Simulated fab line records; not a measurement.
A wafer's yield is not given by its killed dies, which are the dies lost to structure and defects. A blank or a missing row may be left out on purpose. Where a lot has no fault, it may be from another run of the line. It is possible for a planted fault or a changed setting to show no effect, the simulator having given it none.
A lot that was struck, set against a sound lot :: flow sfq_line :: 42 out of 325 route steps
Sound: these wafers, L487.2, L487.5, L487.6. Struck: wafer L485.1. (L485.5, L485.6 of the same lot were not struck and are left out.) The cause comes at the end.
Each step with rows lists, per side, the tool, then ch with its chambers, then its first start. Under that, the readings that differ: sound wafers :: struck wafers :: difference of the means :: sigmas: that difference in standard deviations of wafers without a fault.
alike: readings with means less than 2 such deviations apart, plus words and numbers identical on both sides. not compared: withheld readings, readings lacking a value on some wafer, bounds such as >300 that could conceal the same value, and numbers that have no deviation in the record and whose values overlap.
The two part at a step that has a row with sigmas, a row that says differs or no value, or rows on one side only. When numbers do not overlap yet have no deviation, they are printed without sigmas and do not part them. Lack of a reading on every wafer of one side parts them only where that side has two or more wafers.

SFQ_TRILAYER_R5_DEP_SPUTTER_133: material MoNx, target thk 40 nm, time 66.7 s.
  sound: pvd_sputter-05 at day 67 01:22; struck: pvd_sputter-03 at day 62 09:37
  alike: base_pressure_pa, throttle_valve_pct
SFQ_TRILAYER_R5_DEP_SPUTTER_134: material Ti, target thk 5 nm, time 5 s.
  sound: pvd_sputter-05 at day 67 01:25; struck: pvd_sputter-03 at day 62 09:40
  alike: base_pressure_pa, throttle_valve_pct
SFQ_R5_RS_MEAS_933: measures by four-point-probe.
  sound: film_metro-03 at day 67 01:28; struck: film_metro-03 at day 62 09:41
  alike: R5_MONX_RS
SFQ_R5_THK_MEAS_934: measures by xrf.
  sound: film_metro-03 at day 67 01:34; struck: film_metro-03 at day 62 09:48
  alike: R5_MONX_THK
then, 6 steps without rows for these wafers: SFQ_TRILAYER_R5_LITHO_COAT_141 (resist thk 62 nm); SFQ_TRILAYER_R5_LITHO_COAT_136 (resist thk 600 nm); SFQ_TRILAYER_R5_LITHO_SOFTBAKE_140; SFQ_TRILAYER_R5_LITHO_EXPOSE_137 (exposes mask R5, target cd 500 nm); SFQ_TRILAYER_R5_LITHO_PEB_139 (peb time 60 s); SFQ_TRILAYER_R5_LITHO_DEVELOP_138 (time 60 s).
-- the record jumps here: 5 days lie between the struck wafers' starts before and after --
SFQ_R5_OVL_MEAS_935:
  sound: overlay-02 at day 67 17:49; struck: overlay-02 at day 67 00:38
  alike: R5_OVL
SFQ_TRILAYER_R5_BARC_OPEN_METAL_ETCH_177: etches BARC in O2, target depth 125 nm, time 41.7 s.
  sound on rie_metal-04 ch 0,1, day 67 17:50; struck on rie_metal-02 ch 0, day 67 00:40
  alike: drypump_motor_current_A, oes_product_au
  not compared: rf_hours_counter_h
SFQ_TRILAYER_R5_ETCH_METAL_ETCH_139: etches the open film in Cl2, stops on SiO2, target depth 60 nm, time 40 s.
  sound on rie_metal-04 ch 0,1, day 67 17:54; struck on rie_metal-02 ch 0, day 67 00:44
reading: oes_product_au (a.u.)
sound: 0.989 0.988 0.993
struck: 0.863
difference: -0.127
sigmas: -24

reading: model.etch.depth_nm (nm)
sound: 60 59.28 60
struck: 46.22
difference: -13.54
sigmas: 

reading: model.R5.feature_depth_nm (nm)
sound: 60 59.28 60
struck: 46.21
difference: -13.55
sigmas: 

reading: model.KrF_of_TRILAYER_R5_LITHO_COAT_136.thk_nm (nm)
sound: 498.8 501.9 499.6
struck: 504.1
difference: +4.0
sigmas: 
  alike: drypump_motor_current_A
  not compared: rf_hours_counter_h
then, 9 steps without rows for these wafers: SFQ_TRILAYER_R5_STRIP_STRIP_140 (strips in O2); SFQ_TRILAYER_R5_STRIP_SOLV_CLEAN_141 (cleans in NMP, time 600 s); SFQ_TRILAYER_A5C_DEP_PECVD_142 (deposits SiO2 from SiH4/N2O, time 15.556 s, target thk 70 nm); SFQ_TRILAYER_I5_LITHO_COAT_149 (resist thk 62 nm); SFQ_TRILAYER_I5_LITHO_COAT_144 (resist thk 650 nm); SFQ_TRILAYER_I5_LITHO_SOFTBAKE_148; SFQ_TRILAYER_I5_LITHO_EXPOSE_145 (exposes mask I5, target cd 700 nm); SFQ_TRILAYER_I5_LITHO_PEB_147 (peb time 60 s); SFQ_TRILAYER_I5_LITHO_DEVELOP_146 (time 60 s).
-- the record jumps here: 4 days lie between the struck wafers' starts before and after --
SFQ_I5_OVL_MEAS_936:
  sound: overlay-01 at day 71 21:08; struck: overlay-01 at day 71 07:46
  alike: I5_OVL
then, 10 steps without rows for these wafers: SFQ_TRILAYER_I5_BARC_OPEN_VIA_ETCH_200 (etches BARC in O2, target depth 125 nm, time 41.7 s); SFQ_TRILAYER_I5_ETCH_VIA_ETCH_147 (etches the open film in CHF3, stops on Nb, target depth 360 nm); SFQ_TRILAYER_I5_STRIP_STRIP_148 (strips in O2); SFQ_TRILAYER_I5_STRIP_SOLV_CLEAN_149 (cleans in NMP, time 600 s); SFQ_TRILAYER_C5_LITHO_COAT_156 (resist thk 62 nm); SFQ_TRILAYER_C5_LITHO_COAT_151 (resist thk 650 nm); SFQ_TRILAYER_C5_LITHO_SOFTBAKE_155; SFQ_TRILAYER_C5_LITHO_EXPOSE_152 (exposes mask C5, target cd 500 nm); SFQ_TRILAYER_C5_LITHO_PEB_154 (peb time 60 s); SFQ_TRILAYER_C5_LITHO_DEVELOP_153 (time 60 s).
-- the record jumps here: 4 days lie between the struck wafers' starts before and after --
SFQ_C5_OVL_MEAS_937:
  sound: overlay-02 at day 76 00:58; struck: overlay-01 at day 75 16:34
  alike: C5_OVL
then, 1 step without rows for these wafers: SFQ_TRILAYER_C5_BARC_OPEN_VIA_ETCH_210 (etches BARC in O2, target depth 125 nm, time 41.7 s).
SFQ_TRILAYER_C5_ETCH_VIA_ETCH_154: etches SiO2 in CHF3, stops on Nb, target depth 84 nm.
  sound on rie_diel-04 ch 0,2, day 76 01:02; struck on rie_diel-02 ch 3, day 75 16:38
  alike: drypump_motor_current_A, oes_product_au
SFQ_TRILAYER_C5_STRIP_STRIP_155: strips in O2.
  sound on rie_metal-03 ch 1, day 76 01:17; struck on rie_metal-01 ch 1, day 75 16:41
reading: rf_hours_counter_h (h)
sound: - - -
struck: 36
difference: no value on the sound wafers
sigmas: 
  alike: drypump_motor_current_A, oes_product_au
then, 3 steps without rows for these wafers: SFQ_TRILAYER_C5_STRIP_SOLV_CLEAN_156 (cleans in NMP, time 600 s); SFQ_TRILAYER_M6_DEP_PRE_CLEAN_158 (time 22.5 s); SFQ_TRILAYER_M6_DEP_SPUTTER_157 (material Nb, target thk 200 nm, time 133.3 s).
SFQ_M6_RS_MEAS_938: measures by four-point-probe.
  sound: film_metro-02 at day 76 02:36; struck: film_metro-04 at day 75 17:35
  alike: M6_NB_RS
-- the record jumps here: 15 days lie between the struck wafers' starts before and after (it left off in module M6 and takes up again in module M8, whose first step shown is number 325 of the route) --
SFQ_M8_BOW_MEAS_951:
  sound: film_metro-02 at day 90 23:29; struck: film_metro-03 at day 90 14:59
reading: model.etest.r5.comb_log10_ohm
sound: 12 12 12
struck: 0
difference: -12
sigmas: 
  alike: M8_BOW

WHERE THEY PART
First at SFQ_TRILAYER_R5_ETCH_METAL_ETCH_139; last, within this record, at SFQ_TRILAYER_C5_STRIP_STRIP_155. Later steps at which nothing parts them and some readings are alike: SFQ_M6_RS_MEAS_938, SFQ_M8_BOW_MEAS_951.

WHY: the cause the simulator had injected
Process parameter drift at SFQ_TRILAYER_R5_ETCH_METAL_ETCH_139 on rie_metal-02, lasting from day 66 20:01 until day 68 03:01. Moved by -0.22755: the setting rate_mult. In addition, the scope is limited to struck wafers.
